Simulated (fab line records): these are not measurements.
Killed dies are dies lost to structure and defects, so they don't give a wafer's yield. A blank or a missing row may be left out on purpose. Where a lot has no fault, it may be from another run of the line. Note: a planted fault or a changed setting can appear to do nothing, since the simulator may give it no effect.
Which of the tools did it?    flow sky130    7 lots, 21 wafers sampled, at 2 steps of a route of 708

WHAT EACH GAUGE READ, for each wafer
SKY_METAL3_OVL_MEAS_14.
lot   measured      on          METAL3_OVL (nm)
L671  day 38 23:52  overlay-01  3 4 11
L673  day 39 16:34  overlay-02  1 -2 1
L680  day 41 14:57  overlay-01  9 9 8
L686  day 43 18:43  overlay-02  -4 -8 0
L689  day 43 23:02  overlay-02  9 2 0
L691  day 44 20:32  overlay-02  3 -1 2
L693  day 45 06:52  overlay-02  5 16 4

TOOL THAT RAN EACH LOT (tool first, then ch and the chambers of the sampled wafers, then the start)
lot   SKY_METAL3_SPUTTER_02
L671  pvd-sputter-04, day 36 20:05
L673  pvd-sputter-04, day 37 12:26
L680  pvd-sputter-03, day 39 12:48
L686  pvd-sputter-04, day 41 18:20
L689  pvd-sputter-04, day 41 23:46
L691  pvd-sputter-02, day 42 20:23
L693  pvd-sputter-03, day 43 09:26
- SKY_METAL3_SPUTTER_02: material AlCu, target thk 735 nm, time 39.1 s.

THE ANSWER, worked out from the rows above alone
Rule: the usual values come from the lots themselves. Put in order of their means at a reading, lots are off if they are a third of the lots or fewer, leave a main group of 4 or more, and stand apart from it by a gap of 3 or more times the standard deviation of the main group's means; of several such gaps the widest counts. A main group is skipped when, at the precision printed for the reading in the tables above, its means are all equal. A lot without any number at a reading at which 4 lots or more have one is off too. The other lots that the step has rows for count as sound.
Across all readings shown, no lot is off: no conclusion can be drawn from this.

WHAT THE SIMULATOR HAD INSERTED
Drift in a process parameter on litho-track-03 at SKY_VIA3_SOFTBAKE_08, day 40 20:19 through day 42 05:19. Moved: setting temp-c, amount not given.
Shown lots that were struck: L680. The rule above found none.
